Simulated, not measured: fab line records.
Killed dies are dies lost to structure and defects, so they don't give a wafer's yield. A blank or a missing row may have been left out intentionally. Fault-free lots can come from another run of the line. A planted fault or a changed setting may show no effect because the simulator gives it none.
Which tool did it? :: flow sky130 :: 11 lots, 33 wafers sampled, at 5 steps of a route of 708

== WHAT THE GAUGES READ, wafer by wafer ==
SKY_VIA3_OVL_MEAS_13. Usual: for VIA3_OVL the level is -2 nm and the standard deviation is 5.3.
lot: L836
measured: day 39 13:16
on: overlay-02
VIA3_OVL (nm): -6 2 -1
flag: 

lot: L838
measured: day 40 09:41
on: overlay-01
VIA3_OVL (nm): 0 1 1
flag: 

lot: L839
measured: day 40 14:56
on: overlay-02
VIA3_OVL (nm): -5 -2 -2
flag: 

lot: L841
measured: day 41 09:43
on: overlay-02
VIA3_OVL (nm): -4 -1 -1
flag: 

lot: L843
measured: day 41 17:22
on: overlay-02
VIA3_OVL (nm): -7 -1 -11
flag: 

lot: L844
measured: day 41 22:53
on: overlay-01
VIA3_OVL (nm): 0 -2 1
flag: 

lot: L845
measured: day 42 05:08
on: overlay-01
VIA3_OVL (nm): 0 -1 -5
flag: 

lot: L847
measured: day 42 21:08
on: overlay-02
VIA3_OVL (nm): 3 -4 -7
flag: 

lot: L849
measured: day 43 05:57
on: overlay-02
VIA3_OVL (nm): 5 4 8
flag: 

lot: L850
measured: day 43 17:46
on: overlay-02
VIA3_OVL (nm): 0 5 2
flag: 

lot: L859
measured: day 46 01:05
on: overlay-01
VIA3_OVL (nm): 8 10 5
flag: 

SKY_CAP2M_RS_MEAS_03: a four-point-probe measurement. Usual: for CAP2M_TIN_RS the level is 6.92 ohm/sq and the standard deviation is 0.13.
lot: L836
measured: day 39 15:02
on: film metro-03
CAP2M_TIN_RS (ohm/sq): 6.92 6.94 7.01
flag: 

lot: L838
measured: day 40 11:25
on: film metro-02
CAP2M_TIN_RS (ohm/sq): 6.99 6.90 6.95
flag: 

lot: L839
measured: day 40 16:45
on: film metro-02
CAP2M_TIN_RS (ohm/sq): 7.00 6.96 7.16
flag: 

lot: L841
measured: day 41 14:46
on: film metro-03
CAP2M_TIN_RS (ohm/sq): 7.11 7.06 6.80
flag: 

lot: L843
measured: day 41 19:08
on: film metro-01
CAP2M_TIN_RS (ohm/sq): 6.72 6.99 6.84
flag: 

lot: L844
measured: day 42 01:07
on: film metro-03
CAP2M_TIN_RS (ohm/sq): 6.89 6.71 6.91
flag: 

lot: L845
measured: day 42 06:53
on: film metro-01
CAP2M_TIN_RS (ohm/sq): 6.96 7.17 6.95
flag: 

lot: L847
measured: day 42 22:57
on: film metro-03
CAP2M_TIN_RS (ohm/sq): 6.98 7.09 6.99
flag: 

lot: L849
measured: day 43 07:46
on: film metro-02
CAP2M_TIN_RS (ohm/sq): 6.97 6.80 6.85
flag: 

lot: L850
measured: day 43 19:34
on: film metro-01
CAP2M_TIN_RS (ohm/sq): 6.85 6.82 6.77
flag: 

lot: L859
measured: day 46 03:14
on: film metro-01
CAP2M_TIN_RS (ohm/sq): 7.06 7.12 7.01
flag: 

SKY_PASSIVATION_THK_MEAS_03. Usual: for PASSIVATION_CVD_02_THK the level is 540 nm and the standard deviation is 7.2.
lot: L836
measured: day 43 20:31
on: film metro-04
PASSIVATION_CVD_02_THK (nm): 535 541 542
flag: 

lot: L838
measured: day 44 11:48
on: film metro-02
PASSIVATION_CVD_02_THK (nm): 545 553 531
flag: 

lot: L839
measured: day 44 20:34
on: film metro-02
PASSIVATION_CVD_02_THK (nm): 536 533 540
flag: 

lot: L841
measured: day 45 12:25
on: film metro-03
PASSIVATION_CVD_02_THK (nm): 532 541 545
flag: 

lot: L843
measured: day 45 17:55
on: film metro-02
PASSIVATION_CVD_02_THK (nm): 546 534 535
flag: 

lot: L844
measured: day 45 23:35
on: film metro-02
PASSIVATION_CVD_02_THK (nm): 524 536 549
flag: 

lot: L845
measured: day 46 03:09
on: film metro-04
PASSIVATION_CVD_02_THK (nm): 541 549 557
flag: 

lot: L847
measured: day 46 18:58
on: film metro-03
PASSIVATION_CVD_02_THK (nm): 592 603 597 592 603 598
flag: OFF

lot: L849
measured: day 47 01:34
on: film metro-04
PASSIVATION_CVD_02_THK (nm): 597 597 612 596 597 612
flag: OFF

lot: L850
measured: day 47 11:52
on: film metro-03
PASSIVATION_CVD_02_THK (nm): 539 547 540
flag: 

lot: L859
measured: day 49 13:40
on: film metro-02
PASSIVATION_CVD_02_THK (nm): 525 539 542
flag: 

== WHAT TOOL EACH LOT RAN ON (gives the tool, then ch and the chambers of the sampled wafers, and finally the start) ==
lot: L836
SKY_METAL5_DESCUM_14: rie metal-04 ch 0,1, day 43 19:20
SKY_PASSIVATION_CVD_02: pecvd-01 ch 0,1,2, day 43 20:17

lot: L838
SKY_METAL5_DESCUM_14: rie metal-03 ch 0,1, day 44 10:38
SKY_PASSIVATION_CVD_02: pecvd-04 ch 0,1, day 44 11:34

lot: L839
SKY_METAL5_DESCUM_14: rie metal-03 ch 0,1, day 44 19:22
SKY_PASSIVATION_CVD_02: pecvd-02 ch 0,1,2, day 44 20:21

lot: L841
SKY_METAL5_DESCUM_14: rie metal-04 ch 0,1, day 45 11:15
SKY_PASSIVATION_CVD_02: pecvd-02 ch 0,2, day 45 12:11

lot: L843
SKY_METAL5_DESCUM_14: rie metal-03 ch 0,1, day 45 16:43
SKY_PASSIVATION_CVD_02: pecvd-02 ch 1,2, day 45 17:40

lot: L844
SKY_METAL5_DESCUM_14: rie metal-04 ch 0, day 45 22:02
SKY_PASSIVATION_CVD_02: pecvd-04 ch 0,1, day 45 23:14

lot: L845
SKY_METAL5_DESCUM_14: rie metal-02 ch 0,1, day 46 01:59
SKY_PASSIVATION_CVD_02: pecvd-02 ch 0,1, day 46 02:55

lot: L847
SKY_METAL5_DESCUM_14: rie metal-03 ch 0,1, day 46 17:46
SKY_PASSIVATION_CVD_02: pecvd-04 ch 0,1,2, day 46 18:43

lot: L849
SKY_METAL5_DESCUM_14: rie metal-02 ch 0,1, day 47 00:24
SKY_PASSIVATION_CVD_02: pecvd-04 ch 1,2, day 47 01:20

lot: L850
SKY_METAL5_DESCUM_14: rie metal-02 ch 0,1, day 47 10:38
SKY_PASSIVATION_CVD_02: pecvd-01 ch 0,1,2, day 47 11:44

lot: L859
SKY_METAL5_DESCUM_14: rie metal-04 ch 0, day 49 12:28
SKY_PASSIVATION_CVD_02: pecvd-02 ch 0,2, day 49 13:25
- SKY_METAL5_DESCUM_14: chemistry O2, time 11 s.
- SKY_PASSIVATION_CVD_02: deposits Si3N4, target thk 540 nm.

== AS READ BY THE TOOLS THEMSELVES (means over the sampled wafers that have a number; for cases with no such wafer, the mark the record gives instead) ==
SKY_METAL5_DESCUM_14. Usual: drypump motor current A 5.77 A, standard deviation 0.25; oes product au 0.994 a.u., standard deviation 0.023.
lot: L836
tool: rie metal-04
drypump motor current A (A): 5.60
oes product au (a.u.): 1.001
flag: 

lot: L838
tool: rie metal-03
drypump motor current A (A): 5.72
oes product au (a.u.): 0.969
flag: 

lot: L839
tool: rie metal-03
drypump motor current A (A): 5.67
oes product au (a.u.): 0.971
flag: 

lot: L841
tool: rie metal-04
drypump motor current A (A): 5.53
oes product au (a.u.): 0.997
flag: 

lot: L843
tool: rie metal-03
drypump motor current A (A): 5.74
oes product au (a.u.): 0.961
flag: 

lot: L844
tool: rie metal-04
drypump motor current A (A): 5.46
oes product au (a.u.): 0.984
flag: 

lot: L845
tool: rie metal-02
drypump motor current A (A): 6.12
oes product au (a.u.): 1.021
flag: 

lot: L847
tool: rie metal-03
drypump motor current A (A): 5.73
oes product au (a.u.): 0.976
flag: 

lot: L849
tool: rie metal-02
drypump motor current A (A): 6.13
oes product au (a.u.): 1.028
flag: 

lot: L850
tool: rie metal-02
drypump motor current A (A): 6.11
oes product au (a.u.): 1.017
flag: 

lot: L859
tool: rie metal-04
drypump motor current A (A): 5.46
oes product au (a.u.): 0.987
flag: 

SKY_PASSIVATION_CVD_02. Usual: heater power w 711 W, standard deviation 87; rf fwd power W 449.1 W, standard deviation 1.4; susceptor temp C 400.04 C, standard deviation 0.21.
lot: L836
tool: pecvd-01
heater power w (W): 684
rf fwd power W (W): 449.5
susceptor temp C (C): 400.07
flag: 

lot: L838
tool: pecvd-04
heater power w (W): 697
rf fwd power W (W): 449.5
susceptor temp C (C): 399.98
flag: 

lot: L839
tool: pecvd-02
heater power w (W): 768
rf fwd power W (W): 448.8
susceptor temp C (C): 399.87
flag: 

lot: L841
tool: pecvd-02
heater power w (W): 807
rf fwd power W (W): 450.0
susceptor temp C (C): 400.01
flag: 

lot: L843
tool: pecvd-02
heater power w (W): 856
rf fwd power W (W): 447.1
susceptor temp C (C): 399.89
flag: 

lot: L844
tool: pecvd-04
heater power w (W): 712
rf fwd power W (W): 451.2
susceptor temp C (C): 400.16
flag: 

lot: L845
tool: pecvd-02
heater power w (W): 682
rf fwd power W (W): 448.9
susceptor temp C (C): 400.00
flag: 

lot: L847
tool: pecvd-04
heater power w (W): 635
rf fwd power W (W): 628.7
susceptor temp C (C): 400.12
flag: OFF

lot: L849
tool: pecvd-04
heater power w (W): 635
rf fwd power W (W): 630.0
susceptor temp C (C): 399.98
flag: OFF

lot: L850
tool: pecvd-01
heater power w (W): 593
rf fwd power W (W): 448.1
susceptor temp C (C): 400.09
flag: 

lot: L859
tool: pecvd-02
heater power w (W): 803
rf fwd power W (W): 447.3
susceptor temp C (C): 399.90
flag: 

== THE ANSWER, worked out from the rows above alone ==
Rule: take the mean of a lot's wafers that have a number; if it is more than 3 standard deviations from the usual mean, the lot is off. Also off: a lot with no number at a reading for which 4 or more lots have one. All remaining lots with rows at the step are treated as sound. After the gauges, taken in route order, come the tools' own readings; for these a lot's mean is taken, as printed above. At the first step where some lot is off, the reading lying furthest off is the one used; lots without a number count as furthest.
Off: L847, L849, at SKY_PASSIVATION_THK_MEAS_03 (PASSIVATION_CVD_02_THK).
If a tool, at a process step before that reading, ran all the lots that are off and no sound lot after the first of them, it fits. Not tried: the gauges at SKY_PASSIVATION_THK_MEAS_03; whatever is off there is also off at SKY_PASSIVATION_CVD_02, on other tools, and gauge error can't account for it. One fits: SKY_PASSIVATION_CVD_02 on pecvd-04. A fault onset in the window from L844 (day 45 23:14, its last sound lot) to L847 (day 46 18:43, its first lot off) fits.
On the lots that are off, the tool's own readings at SKY_PASSIVATION_CVD_02 differ by more than 5 times the standard deviation of the sound lots' means, which bears it out; rf fwd power W reads 629.4 W there versus 448.9 W on the sound lots.

== WHAT THE SIMULATOR HAD PUT IN ==
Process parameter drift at SKY_PASSIVATION_CVD_02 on pecvd-04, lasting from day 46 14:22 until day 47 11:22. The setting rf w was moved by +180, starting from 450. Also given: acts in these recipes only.
Shown lots that were struck: L847, L849. This agrees with what the rule above found.
